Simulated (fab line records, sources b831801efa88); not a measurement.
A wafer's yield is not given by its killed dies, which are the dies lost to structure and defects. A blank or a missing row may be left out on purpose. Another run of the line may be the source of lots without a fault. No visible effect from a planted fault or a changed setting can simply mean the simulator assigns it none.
What tool caused it? || flow sfq-line || 45 wafers from 15 lots sampled at 2 of the route's 325 steps

== WHAT EACH GAUGE READ, for each wafer ==
SFQ_M2_OVL_MEAS_916. Usual: M2_OVL -3 nm, standard deviation 5.
{"lot": "L305", "measured": "day 28 20:23", "on": "overlay-01", "M2_OVL (nm)": "-4 -3 -9", "flag": ""}
{"lot": "L306", "measured": "day 30 21:43", "on": "overlay-01", "M2_OVL (nm)": "-6 -7 2", "flag": ""}
{"lot": "L307", "measured": "day 31 05:02", "on": "overlay-01", "M2_OVL (nm)": "1 -5 1", "flag": ""}
{"lot": "L308", "measured": "day 31 21:50", "on": "overlay-02", "M2_OVL (nm)": "-7 -7 -9", "flag": ""}
{"lot": "L309", "measured": "day 32 05:01", "on": "overlay-01", "M2_OVL (nm)": "-2 -6 -6", "flag": ""}
{"lot": "L311", "measured": "day 33 02:45", "on": "overlay-02", "M2_OVL (nm)": "-1 -2 -7", "flag": ""}
{"lot": "L312", "measured": "day 33 11:09", "on": "overlay-02", "M2_OVL (nm)": "4 5 4", "flag": ""}
{"lot": "L316", "measured": "day 34 21:53", "on": "overlay-02", "M2_OVL (nm)": "-1 -3 -6", "flag": ""}
{"lot": "L322", "measured": "day 37 22:40", "on": "overlay-02", "M2_OVL (nm)": "-2 2 1", "flag": ""}
{"lot": "L323", "measured": "day 38 05:52", "on": "overlay-01", "M2_OVL (nm)": "-3 -6 0", "flag": ""}
{"lot": "L324", "measured": "day 39 17:26", "on": "overlay-02", "M2_OVL (nm)": "-5 -1 -6", "flag": ""}
{"lot": "L325", "measured": "day 39 19:50", "on": "overlay-02", "M2_OVL (nm)": "-8 -8 -4", "flag": ""}
{"lot": "L326", "measured": "day 39 21:03", "on": "overlay-02", "M2_OVL (nm)": "2 0 5", "flag": ""}
{"lot": "L327", "measured": "day 39 22:15", "on": "overlay-01", "M2_OVL (nm)": "1 3 0", "flag": ""}
{"lot": "L328", "measured": "day 40 00:38", "on": "overlay-01", "M2_OVL (nm)": "-16 -12 -7", "flag": ""}

SFQ_I2_BOW_MEAS_917. Usual: I2_BOW 3 um, standard deviation 8.8.
{"lot": "L305", "measured": "day 29 02:51", "on": "film-metro-04", "I2_BOW (um)": "6 -1 0", "flag": ""}
{"lot": "L306", "measured": "day 31 08:41", "on": "film-metro-01", "I2_BOW (um)": "16 21 11", "flag": ""}
{"lot": "L307", "measured": "day 31 14:42", "on": "film-metro-03", "I2_BOW (um)": "-10 -8 -23", "flag": ""}
{"lot": "L308", "measured": "day 32 02:43", "on": "film-metro-01", "I2_BOW (um)": "3 3 -2", "flag": ""}
{"lot": "L309", "measured": "day 32 09:42", "on": "film-metro-01", "I2_BOW (um)": "23 2 15", "flag": ""}
{"lot": "L311", "measured": "day 33 11:01", "on": "film-metro-04", "I2_BOW (um)": "6 -4 -4", "flag": ""}
{"lot": "L312", "measured": "day 34 00:14", "on": "film-metro-01", "I2_BOW (um)": "-7 -10 -5", "flag": ""}
{"lot": "L316", "measured": "day 35 17:53", "on": "film-metro-03", "I2_BOW (um)": "-4 7 3", "flag": ""}
{"lot": "L322", "measured": "day 39 03:35", "on": "film-metro-03", "I2_BOW (um)": "-9 -15 11", "flag": ""}
{"lot": "L323", "measured": "day 39 15:35", "on": "film-metro-01", "I2_BOW (um)": "6 -6 4", "flag": ""}
{"lot": "L324", "measured": "day 40 15:35", "on": "film-metro-04", "I2_BOW (um)": "9 14 1", "flag": ""}
{"lot": "L325", "measured": "day 40 18:59", "on": "film-metro-04", "I2_BOW (um)": "-4 2 3", "flag": ""}
{"lot": "L326", "measured": "day 40 22:02", "on": "film-metro-03", "I2_BOW (um)": "-13 0 3", "flag": ""}
{"lot": "L327", "measured": "day 41 00:37", "on": "film-metro-01", "I2_BOW (um)": "7 -5 -8", "flag": ""}
{"lot": "L328", "measured": "day 41 01:34", "on": "film-metro-04", "I2_BOW (um)": "9 10 6", "flag": ""}

== WHICH TOOL RAN EACH LOT (tool, then ch and the chambers of the sampled wafers, then the start) ==
Before these readings, the record contains no process step.

== AS READ BY THE TOOLS THEMSELVES (means over the sampled wafers that have a number; for cases with no such wafer, the mark the record gives instead) ==
The record holds no such reading with a usual standard deviation.

== THE ANSWER, worked out from the rows above alone ==
Rule: take the mean of a lot's wafers that have a number; if it is more than 3 standard deviations from the usual mean, the lot is off. A lot without any number at a reading at which 4 lots or more have one is off too. All remaining lots with rows at the step are treated as sound. After the gauges, taken in route order, come the tools' own readings; for these a lot's mean is taken, as printed above. The first step at which some lot is off is used, and at that step the reading that is off furthest; a lot without a number counts as furthest.
Nothing can be told from this: no lot is off at any reading shown.

== WHAT WAS PUT IN BY THE SIMULATOR ==
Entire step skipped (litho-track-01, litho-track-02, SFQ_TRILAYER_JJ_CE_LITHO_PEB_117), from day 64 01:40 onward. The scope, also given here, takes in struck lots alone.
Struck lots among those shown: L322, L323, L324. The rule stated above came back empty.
